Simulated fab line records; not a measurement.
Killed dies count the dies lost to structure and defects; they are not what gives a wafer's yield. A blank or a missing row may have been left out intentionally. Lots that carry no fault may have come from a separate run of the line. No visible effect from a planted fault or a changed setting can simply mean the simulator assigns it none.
fab line records ; flow sfq_line ; part 1 of 2: steps 1 to 27 of 37
record lots=5; wafers=15; last_day=91
route steps=325 shown M0@36 I0@43 M1@58 I1@73
lots that met no fault: taken from a fault-free run of the same line
start_h: start of the lot's first displayed wafer, in hours after the record's first day ; wait_h: hours from the lot's prior step to this one ; " identical to the entry in the row above ; L1.1+2: one row covering several wafers at once ; - no value, or no start was given ; * or withheld: withheld ; < > ~ a bound
route shown NAME@n: a module of which the file shows steps, and the number in the route of the first ; usual: average and standard deviation across the fault-free wafers ; same: alike in all rows ; chamber/n: place in a boat ; sites: per-site readings ; _std_site: the values' standard deviation ; _edge_site: inner sites' mean taken away from outer sites' mean ; radius_mm: for every site, how far away it sits from the centre of the wafer ; mask NAME#n: copy n ; behind: tool/chamber where the wafer was last shaped ; hold: cause of the lot's hold/its duration in hours/its outcome ; device: the n, p or np transistor that did not switch ; end of line: the same wafers' tests at the end of the route ; a step given without rows: its recipe and nothing more ; killed: not the wafer's yield, but the dies lost to structure and defects at the first sort ; map: dies across one wafer; x = killed, . = not, _ = none there
set.NAME: the setting the step ran with; set.NAME@STEP: the setting that earlier step ran with ; model.NAME: the simulator's own value behind a step, which no gauge read
a table for each step, a row for each wafer; lots at some steps of the route
services: the hour from which a tool's chamber was out of use, counted from the record's first day as start_h (under 0 if before that day), plus the number of hours and why
## steps
# step SFQ_TRILAYER_M0_LITHO_PEB_024
# recipe peb_temp_c=115; peb_time_s=60; resist=KrF
lot.wafer;tool;chamber;start_h;wait_h
L074.2+4+6;litho_track-03;0;175.85;0.8
L078.1+5+6;litho_track-03;0;203.42;1.0
L087.1+4+6;litho_track-03;0;273.90;1.0
L088.1+3+4;litho_track-04;0;281.10;1.0
L089.1+5+6;litho_track-04;0;282.30;1.0
# step SFQ_TRILAYER_M0_LITHO_DEVELOP_023
# recipe time_s=60; resist=KrF
lot.wafer;tool;chamber;start_h;wait_h
L074.2+4+6;litho_track-03;0;176.00;0.1
L078.1+5+6;litho_track-03;0;203.57;0.1
L087.1+4+6;litho_track-03;0;274.05;0.1
L088.1+3+4;litho_track-04;0;281.25;0.1
L089.1+5+6;litho_track-04;0;282.45;0.1
# step SFQ_M0_OVL_MEAS_906
# usual M0_OVL=1/4.9
lot.wafer;tool;chamber;start_h;wait_h;M0_OVL[nm]
L074.2;overlay-01;-;176.13;0.1;1
L074.4;overlay-01;-;176.13;0.1;-5
L074.6;overlay-01;-;176.13;0.1;0
L078.1;overlay-01;-;203.72;0.1;6
L078.5;overlay-01;-;203.72;0.1;6
L078.6;overlay-01;-;203.72;0.1;-2
L087.1;overlay-02;-;274.20;0.1;-4
L087.4;overlay-02;-;274.20;0.1;2
L087.6;overlay-02;-;274.20;0.1;0
L088.1;overlay-02;-;281.40;0.1;7
L088.3;overlay-02;-;281.40;0.1;1
L088.4;overlay-02;-;281.40;0.1;1
L089.1;overlay-02;-;282.60;0.1;0
L089.5;overlay-02;-;282.60;0.1;2
L089.6;overlay-02;-;282.60;0.1;-2
# step SFQ_TRILAYER_M0_BARC_OPEN_METAL_ETCH_031
# recipe mask_material=PR; chemistry=O2; target_depth_nm=125; target=BARC; icp_w=600; bias_w=80; pressure_mtorr=10; time_s=41.7
# usual drypump_motor_current_A=5.39/0.25; oes_product_au=0.685/0.005
lot.wafer;tool;chamber;start_h;wait_h;drypump_motor_current_A;oes_product_au;rf_hours_counter_h
L074.2;rie_metal-01;0;176.16;0.0;5.84;0.683;45
L074.4;rie_metal-01;1;176.16;0.0;5.37;0.692;-
L074.6;rie_metal-01;0;176.16;0.0;5.85;0.679;-
L078.1;rie_metal-01;1;203.76;0.0;5.38;0.689;78
L078.5;rie_metal-01;0;203.76;0.0;5.85;0.685;-
L078.6;rie_metal-01;1;203.76;0.0;5.37;0.691;-
L087.1;rie_metal-04;1;274.23;0.0;5.30;0.680;162
L087.4;rie_metal-04;0;274.23;0.0;5.07;0.687;-
L087.6;rie_metal-04;1;274.23;0.0;5.28;0.684;-
L088.1;rie_metal-03;1;281.43;0.0;5.53;0.686;128
L088.3;rie_metal-03;0;281.43;0.0;5.22;0.672;-
L088.4;rie_metal-03;1;281.43;0.0;5.52;0.688;-
L089.1;rie_metal-04;1;282.63;0.0;5.30;0.685;163
L089.5;rie_metal-04;1;282.63;0.0;5.35;0.690;-
L089.6;rie_metal-04;0;282.63;0.0;5.06;0.684;-
# step SFQ_TRILAYER_M0_ETCH_METAL_ETCH_024
# recipe target=Nb; stop_on=SiO2; mask_material=PR; chemistry=Cl2/Ar; target_depth_nm=240; icp_w=600; bias_w=80; pressure_mtorr=10; time_s=120
# usual drypump_motor_current_A=5.38/0.25; oes_product_au=0.898/0.0083
lot.wafer;tool;chamber;start_h;wait_h;drypump_motor_current_A;oes_product_au;rf_hours_counter_h
L074.2;rie_metal-01;0;176.22;0.0;5.81;0.910;45
L074.4;rie_metal-01;1;176.22;0.0;5.37;0.902;-
L074.6;rie_metal-01;0;176.22;0.0;5.84;0.902;-
L078.1;rie_metal-01;1;203.82;0.0;5.37;0.889;78
L078.5;rie_metal-01;0;203.82;0.0;5.80;0.895;-
L078.6;rie_metal-01;1;203.82;0.0;5.37;0.892;-
L087.1;rie_metal-04;1;274.29;0.0;5.30;0.898;162
L087.4;rie_metal-04;0;274.29;0.0;5.05;0.899;-
L087.6;rie_metal-04;1;274.29;0.0;5.30;0.892;-
L088.1;rie_metal-03;1;281.49;0.0;5.52;0.909;128
L088.3;rie_metal-03;0;281.49;0.0;5.27;0.901;-
L088.4;rie_metal-03;1;281.49;0.0;5.56;0.892;-
L089.1;rie_metal-04;1;282.69;0.0;5.32;0.899;163
L089.5;rie_metal-04;1;282.69;0.0;5.32;0.906;-
L089.6;rie_metal-04;0;282.69;0.0;5.04;0.903;-
# step SFQ_TRILAYER_M0_STRIP_STRIP_025
# recipe gas=O2; power_w=200; platen_temp_c=40; overash_fraction=0.65; chemistry=O2; pressure_mtorr=50
# usual drypump_motor_current_A=5.39/0.25; oes_product_au=1.001/0.014
lot.wafer;tool;chamber;start_h;wait_h;drypump_motor_current_A;oes_product_au;rf_hours_counter_h
L074.2;rie_metal-01;0;176.34;0.1;5.82;0.990;45
L074.4;rie_metal-01;1;176.34;0.1;5.38;0.995;-
L074.6;rie_metal-01;0;176.34;0.1;5.84;0.992;-
L078.1;rie_metal-01;1;203.94;0.1;5.37;1.017;78
L078.5;rie_metal-01;0;203.94;0.1;5.81;0.982;-
L078.6;rie_metal-01;1;203.94;0.1;5.38;1.015;-
L087.1;rie_metal-04;1;274.42;0.1;5.32;0.991;163
L087.4;rie_metal-04;0;274.42;0.1;5.05;1.008;-
L087.6;rie_metal-04;1;274.42;0.1;5.31;0.986;-
L088.1;rie_metal-03;1;281.62;0.1;5.55;1.026;128
L088.3;rie_metal-03;0;281.62;0.1;5.26;1.002;-
L088.4;rie_metal-03;1;281.62;0.1;5.53;1.032;-
L089.1;rie_metal-04;1;282.82;0.1;5.29;0.991;164
L089.5;rie_metal-04;1;282.82;0.1;5.33;0.992;-
L089.6;rie_metal-04;0;282.82;0.1;5.06;1.017;-
# step SFQ_TRILAYER_M0_STRIP_SOLV_CLEAN_026
# recipe chemistry=NMP; temp_c=70; time_s=600
# usual bath_heat_duty_pct=14.1/1.5
lot.wafer;tool;chamber;start_h;wait_h;bath_heat_duty_pct
L074.2;wet_bench-02;6;176.94;0.4;15.1
L074.4;wet_bench-02;0;176.94;0.4;12.3
L074.6;wet_bench-02;4;176.94;0.4;12.5
L078.1;wet_bench-01;3;204.54;0.4;14.6
L078.5;wet_bench-01;6;204.54;0.4;13.9
L078.6;wet_bench-01;5;204.54;0.4;14.4
L087.1;wet_bench-02;4;275.02;0.4;12.3
L087.4;wet_bench-02;6;275.02;0.4;15.2
L087.6;wet_bench-02;3;275.02;0.4;15.7
L088.1;wet_bench-04;3;282.22;0.4;16.8
L088.3;wet_bench-04;0;282.22;0.4;17.4
L088.4;wet_bench-04;7;282.22;0.4;10.7
L089.1;wet_bench-02;4;283.42;0.4;12.2
L089.5;wet_bench-02;6;283.42;0.4;15.5
L089.6;wet_bench-02;5;283.42;0.4;14.5
# step SFQ_TRILAYER_I0_DEP_PECVD_027
# recipe material=SiO2; temp_c=150; time_s=111.11; pressure_torr=2.4; rf_w=183.3; precursor=SiH4/N2O; target_thk_nm=500
# usual heater_power_w=82/16; throttle_valve_pct=25.9/0.97
lot.wafer;tool;chamber;start_h;wait_h;heater_power_w;throttle_valve_pct
L074.2;pecvd-03;2;177.12;0.0;79;24.9
L074.4;pecvd-03;0;177.12;0.0;115;26.4
L074.6;pecvd-03;2;177.12;0.0;86;25.0
L078.1;pecvd-01;1;204.72;0.0;69;27.2
L078.5;pecvd-01;2;204.72;0.0;97;25.9
L078.6;pecvd-01;0;204.72;0.0;81;26.3
L087.1;pecvd-01;2;275.19;0.0;101;26.2
L087.4;pecvd-01;2;275.19;0.0;100;26.2
L087.6;pecvd-01;0;275.19;0.0;82;26.4
L088.1;pecvd-01;2;282.39;0.0;100;26.0
L088.3;pecvd-01;0;282.39;0.0;74;26.6
L088.4;pecvd-01;2;282.39;0.0;104;25.9
L089.1;pecvd-02;1;283.59;0.0;72;26.2
L089.5;pecvd-02;1;283.59;0.0;74;26.6
L089.6;pecvd-02;2;283.59;0.0;67;24.4
# step SFQ_TRILAYER_I0_CMP_CMP_028
# recipe material=SiO2; down_force_psi=3; platen_rpm=60; pad_velocity_m_s=0.94248
# usual motor_current_A=9.7/0.55; platen_rpm=60.00/0.04; time_to_endpoint_s=216/7.5
lot.wafer;tool;chamber;start_h;wait_h;motor_current_A;platen_rpm;time_to_endpoint_s
L074.4;cmp-02;0;185.56;8.4;10.7;60.02;222
L074.2;cmp-02;2;186.56;9.4;9.2;60.06;208
L074.6;cmp-02;0;187.56;10.4;10.3;60.07;213
L078.1;cmp-01;3;214.72;10.0;10.0;59.99;215
L078.6;cmp-01;1;215.72;10.9;9.1;60.02;216
L078.5;cmp-01;2;215.72;10.9;9.5;60.05;215
L087.1;cmp-02;3;278.81;3.6;9.5;60.02;209
L087.4;cmp-02;2;280.31;5.0;9.6;59.97;220
L087.6;cmp-02;0;281.31;6.0;10.1;59.99;222
L088.4;cmp-01;3;282.83;0.4;10.6;60.08;220
L088.1;cmp-01;0;282.83;0.4;9.1;60.02;221
L088.3;cmp-01;2;284.33;1.9;9.4;59.97;220
L089.1;cmp-02;2;285.81;2.2;9.5;59.98;227
L089.6;cmp-02;0;286.81;3.1;10.6;59.98;213
L089.5;cmp-02;1;286.81;3.1;10.0;60.02;206
# step SFQ_I0_BOW_MEAS_907
# recipe mode=bow
# usual I0_BOW=0/7.3
lot.wafer;tool;chamber;start_h;wait_h;I0_BOW[um]
L074.2;film_metro-02;-;188.58;1.5;12
L074.4;film_metro-02;-;188.58;1.5;-6
L074.6;film_metro-02;-;188.58;1.5;13
L078.1;film_metro-03;-;216.72;1.5;6
L078.5;film_metro-03;-;216.72;1.5;-2
L078.6;film_metro-03;-;216.72;1.5;4
L087.1;film_metro-03;-;281.81;2.5;2
L087.4;film_metro-03;-;281.81;2.5;2
L087.6;film_metro-03;-;281.81;2.5;11
L088.1;film_metro-04;-;285.83;2.0;-3
L088.3;film_metro-04;-;285.83;2.0;9
L088.4;film_metro-04;-;285.83;2.0;10
L089.1;film_metro-04;-;287.81;1.5;6
L089.5;film_metro-04;-;287.81;1.5;-6
L089.6;film_metro-04;-;287.81;1.5;6
# step SFQ_TRILAYER_I0_METRO_MEASURE_029
# usual thk_nm=200.1/1.1
lot.wafer;tool;chamber;start_h;wait_h;thk_nm
L074.2;film_metro-02;-;188.88;0.3;200.4
L074.4;film_metro-02;-;188.88;0.3;198.5
L074.6;film_metro-02;-;188.88;0.3;201.0
L078.1;film_metro-03;-;216.84;0.1;200.3
L078.5;film_metro-03;-;216.84;0.1;200.9
L078.6;film_metro-03;-;216.84;0.1;201.3
L087.1;film_metro-03;-;281.93;0.1;201.2
L087.4;film_metro-03;-;281.93;0.1;201.7
L087.6;film_metro-03;-;281.93;0.1;201.7
L088.1;film_metro-04;-;285.95;0.1;200.7
L088.3;film_metro-04;-;285.95;0.1;201.7
L088.4;film_metro-04;-;285.95;0.1;200.2
L089.1;film_metro-04;-;287.93;0.1;199.7
L089.5;film_metro-04;-;287.93;0.1;198.1
L089.6;film_metro-04;-;287.93;0.1;198.9
# step SFQ_TRILAYER_I0_VIA_LITHO_COAT_036
# recipe resist=BARC; spin_rpm=3000; resist_thk_nm=62
lot.wafer;tool;chamber;start_h;wait_h
L074.2+4+6;litho_track-02;0;189.93;0.8
L078.1+5+6;litho_track-02;0;218.04;1.0
L087.1+4+6;litho_track-03;0;283.13;1.0
L088.1+3+4;litho_track-01;0;287.15;1.0
L089.1+5+6;litho_track-02;0;289.13;1.0
# step SFQ_TRILAYER_I0_VIA_LITHO_COAT_031
# recipe resist=KrF; spin_rpm=3000; resist_thk_nm=650
lot.wafer;tool;chamber;start_h;wait_h
L074.2+4+6;litho_track-02;0;190.23;0.2
L078.1+5+6;litho_track-02;0;218.34;0.2
L087.1+4+6;litho_track-03;0;283.43;0.2
L088.1+3+4;litho_track-01;0;287.45;0.2
L089.1+5+6;litho_track-02;0;289.43;0.2
# step SFQ_TRILAYER_I0_VIA_LITHO_SOFTBAKE_035
# recipe temp_c=withheld; time_s=withheld; resist=KrF
lot.wafer;tool;chamber;start_h;wait_h
L074.2+4+6;litho_track-02;0;190.50;0.2
L078.1+5+6;litho_track-02;0;218.64;0.2
L087.1+4+6;litho_track-03;0;283.73;0.2
L088.1+3+4;litho_track-01;0;287.75;0.2
L089.1+5+6;litho_track-02;0;289.73;0.2
# step SFQ_TRILAYER_I0_VIA_LITHO_EXPOSE_032
# recipe mask_id=I0; na=0.6; source_shape=conventional; sigma_outer=0.65; target_cd_nm=500; dose_mj=21.3
# usual exposure_dose_mJ_cm2=21.302/0.023; stage_vel_mm_s=500.00/0.25
lot.wafer;tool;chamber;start_h;wait_h;mask;exposure_dose_mJ_cm2;stage_vel_mm_s
L074.2;krf_scanner-01;0;201.83;-;I0#0;21.258;499.54
L074.4;krf_scanner-01;0;201.83;-;I0#0;21.275;499.85
L074.6;krf_scanner-01;0;201.83;-;I0#0;21.283;500.12
L078.1;krf_scanner-02;0;320.82;-;I0#0;21.326;500.04
L078.5;krf_scanner-02;0;320.82;-;I0#0;21.318;500.20
L078.6;krf_scanner-02;0;320.82;-;I0#0;21.328;499.83
L087.1;krf_scanner-01;0;415.88;-;I0#0;21.314;500.41
L087.4;krf_scanner-01;0;415.88;-;I0#0;21.315;500.13
L087.6;krf_scanner-01;0;415.88;-;I0#0;21.327;500.03
L088.1;krf_scanner-01;0;420.68;-;I0#0;21.308;499.98
L088.3;krf_scanner-01;0;420.68;-;I0#0;21.306;499.95
L088.4;krf_scanner-01;0;420.68;-;I0#0;21.289;499.47
L089.1;krf_scanner-01;0;423.08;-;I0#0;21.257;500.33
L089.5;krf_scanner-01;0;423.08;-;I0#0;21.281;500.36
L089.6;krf_scanner-01;0;423.08;-;I0#0;21.255;499.95
# step SFQ_TRILAYER_I0_VIA_LITHO_PEB_034
# recipe peb_temp_c=115; peb_time_s=60; resist=KrF
lot.wafer;tool;chamber;start_h;wait_h
L074.2+4+6;litho_track-03;0;202.85;0.8
L078.1+5+6;litho_track-03;0;322.02;1.0
L087.1+4+6;litho_track-03;0;417.08;1.0
L088.1+3+4;litho_track-01;0;421.88;1.0
L089.1+5+6;litho_track-03;0;424.28;1.0
# step SFQ_TRILAYER_I0_VIA_LITHO_DEVELOP_033
# recipe time_s=60; resist=KrF
lot.wafer;tool;chamber;start_h;wait_h
L074.2+4+6;litho_track-03;0;203.00;0.1
L078.1+5+6;litho_track-03;0;322.17;0.1
L087.1+4+6;litho_track-03;0;417.23;0.1
L088.1+3+4;litho_track-01;0;422.03;0.1
L089.1+5+6;litho_track-03;0;424.43;0.1
# step SFQ_I0_OVL_MEAS_908
# usual I0_OVL=-1/6.1
lot.wafer;tool;chamber;start_h;wait_h;I0_OVL[nm]
L074.2;overlay-02;-;203.13;0.1;-7
L074.4;overlay-02;-;203.13;0.1;-10
L074.6;overlay-02;-;203.13;0.1;-4
L078.1;overlay-01;-;322.32;0.1;10
L078.5;overlay-01;-;322.32;0.1;13
L078.6;overlay-01;-;322.32;0.1;5
L087.1;overlay-01;-;417.38;0.1;-4
L087.4;overlay-01;-;417.38;0.1;-6
L087.6;overlay-01;-;417.38;0.1;-11
L088.1;overlay-02;-;422.18;0.1;-9
L088.3;overlay-02;-;422.18;0.1;-6
L088.4;overlay-02;-;422.18;0.1;-3
L089.1;overlay-02;-;424.58;0.1;-2
L089.5;overlay-02;-;424.58;0.1;1
L089.6;overlay-02;-;424.58;0.1;-2
# step SFQ_TRILAYER_I0_VIA_BARC_OPEN_VIA_ETCH_046
# recipe mask_material=PR; chemistry=O2; target_depth_nm=125; target=BARC; source_w=500; bias_w=80; pressure_mtorr=30; time_s=41.7
# usual drypump_motor_current_A=5.9/0.61; oes_product_au=0.685/0.005
lot.wafer;tool;chamber;start_h;wait_h;drypump_motor_current_A;oes_product_au;rf_hours_counter_h
L074.2;rie_diel-04;0;203.16;0.0;5.2;0.685;7
L074.4;rie_diel-04;3;203.16;0.0;5.8;0.686;23
L074.6;rie_diel-04;3;203.16;0.0;5.8;0.681;-
L078.1;rie_diel-04;0;322.36;0.0;5.2;0.687;8
L078.5;rie_diel-04;3;322.36;0.0;5.8;0.683;-
L078.6;rie_diel-04;2;322.36;0.0;6.2;0.680;-
L087.1;rie_diel-04;0;417.42;0.0;5.2;0.686;10
L087.4;rie_diel-04;3;417.42;0.0;5.8;0.693;26
L087.6;rie_diel-04;2;417.42;0.0;6.3;0.691;-
L088.1;rie_diel-01;1;422.22;0.0;6.7;0.683;8
L088.3;rie_diel-01;0;422.22;0.0;6.0;0.702;27
L088.4;rie_diel-01;2;422.22;0.0;5.0;0.686;47
L089.1;rie_diel-02;3;424.62;0.0;5.6;0.689;3
L089.5;rie_diel-02;3;424.62;0.0;5.6;0.683;-
L089.6;rie_diel-02;2;424.62;0.0;6.7;0.686;-
# step SFQ_TRILAYER_I0_VIA_ETCH_VIA_ETCH_034
# recipe target=SiO2; stop_on=Nb; mask_material=PR; taper_deg=20; chemistry=CHF3; target_depth_nm=260; source_w=500; bias_w=80; pressure_mtorr=30; time_s=withheld
# usual drypump_motor_current_A=5.9/0.6; oes_product_au=0.854/0.0053
lot.wafer;tool;chamber;start_h;wait_h;drypump_motor_current_A;oes_product_au
L074.2;rie_diel-04;0;203.20;0.0;5.2;0.861
L074.4;rie_diel-04;3;203.20;0.0;5.8;0.852
L074.6;rie_diel-04;3;203.20;0.0;5.8;0.865
L078.1;rie_diel-04;0;322.40;0.0;5.2;0.860
L078.5;rie_diel-04;3;322.40;0.0;5.8;0.857
L078.6;rie_diel-04;2;322.40;0.0;6.2;0.856
L087.1;rie_diel-04;0;417.46;0.0;5.1;0.849
L087.4;rie_diel-04;3;417.46;0.0;5.8;0.854
L087.6;rie_diel-04;2;417.46;0.0;6.2;0.862
L088.1;rie_diel-01;1;422.26;0.0;6.7;0.849
L088.3;rie_diel-01;0;422.26;0.0;6.1;0.857
L088.4;rie_diel-01;2;422.26;0.0;5.0;0.848
L089.1;rie_diel-02;3;424.66;0.0;5.6;0.855
L089.5;rie_diel-02;3;424.66;0.0;5.6;0.850
L089.6;rie_diel-02;2;424.66;0.0;6.7;0.844
# step SFQ_TRILAYER_I0_VIA_STRIP_STRIP_035
# recipe gas=O2; power_w=200; platen_temp_c=40; overash_fraction=0.65; chemistry=O2; pressure_mtorr=50
# usual drypump_motor_current_A=5.2/0.37; oes_product_au=1.001/0.014
lot.wafer;tool;chamber;start_h;wait_h;drypump_motor_current_A;oes_product_au;rf_hours_counter_h
L074.2;rie_metal-04;0;203.32;-;5.1;1.027;21
L074.4;rie_metal-04;1;203.32;-;5.3;0.992;-
L074.6;rie_metal-04;1;203.32;-;5.3;0.987;-
L078.1;rie_metal-02;0;322.51;-;5.6;0.983;158
L078.5;rie_metal-02;0;322.51;-;5.7;0.981;-
L078.6;rie_metal-02;0;322.51;-;5.7;0.988;-
L087.1;rie_metal-02;1;417.57;-;4.7;1.017;16
L087.4;rie_metal-02;1;417.57;-;4.7;1.013;-
L087.6;rie_metal-02;0;417.57;-;5.6;1.000;-
L088.1;rie_metal-01;1;422.37;-;5.4;1.011;107
L088.3;rie_metal-01;1;422.37;-;5.4;1.006;-
L088.4;rie_metal-01;0;422.37;-;5.8;0.990;-
L089.1;rie_metal-02;1;424.77;-;4.7;1.018;17
L089.5;rie_metal-02;1;424.77;-;4.7;1.022;-
L089.6;rie_metal-02;0;424.77;-;5.7;1.005;-
# step SFQ_TRILAYER_I0_VIA_STRIP_SOLV_CLEAN_036
# recipe chemistry=NMP; temp_c=70; time_s=600
# usual bath_heat_duty_pct=13.9/1.7
lot.wafer;tool;chamber;start_h;wait_h;bath_heat_duty_pct
L074.2;wet_bench-03;3;203.92;0.4;16.6
L074.4;wet_bench-03;7;203.92;0.4;16.4
L074.6;wet_bench-03;5;203.92;0.4;12.8
L078.1;wet_bench-03;4;323.71;1.0;13.2
L078.5;wet_bench-03;7;323.71;1.0;14.9
L078.6;wet_bench-03;2;323.71;1.0;9.5
L087.1;wet_bench-01;4;418.37;0.5;13.9
L087.4;wet_bench-01;6;418.37;0.5;13.8
L087.6;wet_bench-01;2;418.37;0.5;16.6
L088.1;wet_bench-01;0;422.97;0.4;14.1
L088.3;wet_bench-01;5;422.97;0.4;14.1
L088.4;wet_bench-01;6;422.97;0.4;13.7
L089.1;wet_bench-03;0;425.57;0.5;13.1
L089.5;wet_bench-03;2;425.57;0.5;11.0
L089.6;wet_bench-03;6;425.57;0.5;12.3
# step SFQ_TRILAYER_M1_DEP_PRE_CLEAN_038
# recipe gas=Ar; time_s=22.5; bias_v=250
# usual bias_v=249.8/2.4
lot.wafer;tool;chamber;start_h;wait_h;bias_v
L074.2;pvd_sputter-04;-;204.09;0.0;243.6
L074.4;pvd_sputter-04;-;204.09;0.0;249.1
L074.6;pvd_sputter-04;-;204.09;0.0;247.4
L078.1;pvd_sputter-03;-;323.88;0.0;251.4
L078.5;pvd_sputter-03;-;323.88;0.0;254.1
L078.6;pvd_sputter-03;-;323.88;0.0;249.6
L087.1;pvd_sputter-03;-;418.55;0.0;248.1
L087.4;pvd_sputter-03;-;418.55;0.0;251.4
L087.6;pvd_sputter-03;-;418.55;0.0;249.4
L088.1;pvd_sputter-06;-;423.15;0.0;250.5
L088.3;pvd_sputter-06;-;423.15;0.0;251.4
L088.4;pvd_sputter-06;-;423.15;0.0;247.8
L089.1;pvd_sputter-04;-;425.75;0.0;250.7
L089.5;pvd_sputter-04;-;425.75;0.0;250.8
L089.6;pvd_sputter-04;-;425.75;0.0;251.1
# step SFQ_TRILAYER_M1_DEP_SPUTTER_037
# recipe material=Nb; base_pressure_pa=1.33e-06; chamber_pressure_pa=0.1333; substrate_temp_c=20; resputter_cathode_voltage_v=400; target_thk_nm=200; power_w=2000; time_s=133.3
# usual throttle_valve_pct=30.3/0.94
lot.wafer;tool;chamber;start_h;wait_h;throttle_valve_pct
L074.2;pvd_sputter-04;-;204.12;0.0;29.3
L074.4;pvd_sputter-04;-;204.12;0.0;31.9
L074.6;pvd_sputter-04;-;204.12;0.0;31.8
L078.1;pvd_sputter-03;-;323.91;0.0;29.2
L078.5;pvd_sputter-03;-;323.91;0.0;30.0
L078.6;pvd_sputter-03;-;323.91;0.0;31.4
L087.1;pvd_sputter-03;-;418.58;0.0;30.1
L087.4;pvd_sputter-03;-;418.58;0.0;29.3
L087.6;pvd_sputter-03;-;418.58;0.0;31.6
L088.1;pvd_sputter-06;-;423.18;0.0;30.4
L088.3;pvd_sputter-06;-;423.18;0.0;29.8
L088.4;pvd_sputter-06;-;423.18;0.0;30.5
L089.1;pvd_sputter-04;-;425.78;0.0;32.0
L089.5;pvd_sputter-04;-;425.78;0.0;31.8
L089.6;pvd_sputter-04;-;425.78;0.0;29.5
# step SFQ_M1_RS_MEAS_909
# recipe thk_meas_gauge=four-point-probe; reads=Nb_of_TRILAYER_M1_DEP_SPUTTER_037
# usual M1_NB_RS=0.889/0.012
lot.wafer;tool;chamber;start_h;wait_h;M1_NB_RS[ohm/sq]
L074.2;film_metro-03;-;204.23;0.1;0.907
L074.4;film_metro-03;-;204.23;0.1;0.911
L074.6;film_metro-03;-;204.23;0.1;0.901
L078.1;film_metro-02;-;324.00;0.0;0.896
L078.5;film_metro-02;-;324.00;0.0;0.899
L078.6;film_metro-02;-;324.00;0.0;0.900
L087.1;film_metro-02;-;418.67;0.0;0.903
L087.4;film_metro-02;-;418.67;0.0;0.886
L087.6;film_metro-02;-;418.67;0.0;0.904
L088.1;film_metro-02;-;423.27;0.0;0.881
L088.3;film_metro-02;-;423.27;0.0;0.878
L088.4;film_metro-02;-;423.27;0.0;0.867
L089.1;film_metro-03;-;425.87;0.0;0.886
L089.5;film_metro-03;-;425.87;0.0;0.890
L089.6;film_metro-03;-;425.87;0.0;0.903
# step SFQ_TRILAYER_M1_LITHO_COAT_044
# recipe resist=BARC; spin_rpm=3000; resist_thk_nm=62
lot.wafer;tool;chamber;start_h;wait_h
L074.2+4+6;litho_track-02;0;204.44;0.1
L078.1+5+6;litho_track-04;0;324.18;0.1
L087.1+4+6;litho_track-04;0;418.85;0.1
L088.1+3+4;litho_track-01;0;423.45;0.1
L089.1+5+6;litho_track-01;0;426.05;0.1
# step SFQ_TRILAYER_M1_LITHO_COAT_039
# recipe resist=KrF; spin_rpm=3000; resist_thk_nm=600
lot.wafer;tool;chamber;start_h;wait_h
L074.2+4+6;litho_track-02;0;204.74;0.2
L078.1+5+6;litho_track-04;0;324.48;0.2
L087.1+4+6;litho_track-04;0;419.15;0.2
L088.1+3+4;litho_track-01;0;423.75;0.2
L089.1+5+6;litho_track-01;0;426.35;0.2
